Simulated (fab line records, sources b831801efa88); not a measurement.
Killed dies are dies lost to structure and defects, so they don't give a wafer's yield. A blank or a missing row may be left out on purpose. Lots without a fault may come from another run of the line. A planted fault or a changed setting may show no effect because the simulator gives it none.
A struck lot beside a sound one | flow sky130 | 15 steps out of a route of 708
Sound: wafers L583.1, L583.5, L583.6. Struck: wafers L595.2, L595.3, L595.6. The cause comes at the end.
At each step with rows: each side's tool, then ch and its chambers, then its first start. Under that, the readings that differ: sound wafers | struck wafers | difference of the means | sigmas: that difference in standard deviations of wafers without a fault.
alike: readings whose means differ by less than 2 such deviations, and words and numbers that are the same on both sides. not compared: withheld readings, readings that some wafer has no value for, bounds like >300 that may hide the same value, and numbers for which the record gives no deviation and whose values overlap.
The two part at a step that has a row with sigmas, a row that says differs or no value, or rows on one side only. Numbers that don't overlap but have no deviation are shown without sigmas and don't part them. A reading that every wafer of one side lacks parts them only if that side has two wafers or more.

SKY_METAL5_STRIP_16: strips in O2/N2.
  sound on plasma_asher-03 ch 0,1, day 44 15:02; struck on plasma_asher-04 ch 0,1, day 47 09:12
  alike: drypump_motor_current_A, o2_flow_sccm, oes_product_au, strip_time_to_endpoint_s
  not compared: rf_hours_counter_h
then, 3 steps without rows for these wafers: SKY_METAL5_STRIP_17 (strips in post etch residue remover, time 1200 s); SKY_METAL5_CLEAN_18 (cleans in IPA, time 180 s); SKY_METAL5_CLEAN_19 (cleans in O3/DIW).
SKY_PASSIVATION_CVD_00: deposits SiO2, target thk 90 nm.
  sound on pecvd-03 ch 0,1,2, day 44 15:38; struck on pecvd-02 ch 0,1, day 47 10:00
  alike: heater_power_w
SKY_PASSIVATION_THK_MEAS_01:
  sound on film_metro-01, day 44 15:40; struck on film_metro-04, day 47 10:02
  alike: PASSIVATION_CVD_00_THK
SKY_PASSIVATION_CVD_02: deposits Si3N4, target thk 540 nm.
  sound on pecvd-03 ch 0,1,2, day 44 15:43; struck on pecvd-03 ch 0,1,2, day 47 10:05
  alike: heater_power_w
SKY_PASSIVATION_THK_MEAS_03:
  sound on film_metro-01, day 44 15:56; struck on film_metro-04, day 47 10:19
  alike: PASSIVATION_CVD_02_THK
then, 4 steps without rows for these wafers: SKY_PASSIVATION_DEHYDRATE_04 (time 60 s); SKY_PASSIVATION_HMDS_05 (prime time 60 s); SKY_PASSIVATION_COAT_06 (resist thk 3000 nm); SKY_PASSIVATION_SOFTBAKE_07.
SKY_PASSIVATION_EXPOSE_08: exposes mask NSM, target cd 3000 nm.
  sound on iline_stepper-02 ch 0, day 45 02:43; struck on iline_stepper-02 ch 0, day 47 19:41
  reading              | sound                | struck               | difference | sigmas
  exposure_dose_mJ_cm2 | 259.78 259.63 259.74 | 268.73 269.02 269.38 | +9.33      | +39
  alike: mask
then, 1 step without rows for these wafers: SKY_PASSIVATION_PEB_09.
SKY_PAD_OPEN_PROBE_99:
  sound on prober-01, day 46 12:53; struck on prober-01, day 49 01:31
  alike: defect_limited_yield, killed_at_M0_to_M3, killed_at_M4_up, killed_at_contacts, killed_at_front_end, killed_at_other, killed_dies, killed_open, killed_short, sort_bin_3_pad_short, sort_bin_5_function, sort_bin_6_memory, sort_n_pass, sort_yield_pct

WHERE THEY PART
Only at SKY_PASSIVATION_EXPOSE_08, within this record. Later steps at which nothing parts them and some readings are alike: SKY_PAD_OPEN_PROBE_99.

WHY: what the simulator had put in
Process parameter drift: iline_stepper-02, from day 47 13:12 on, at SKY_PASSIVATION_EXPOSE_08. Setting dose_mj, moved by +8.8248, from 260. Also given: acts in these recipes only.
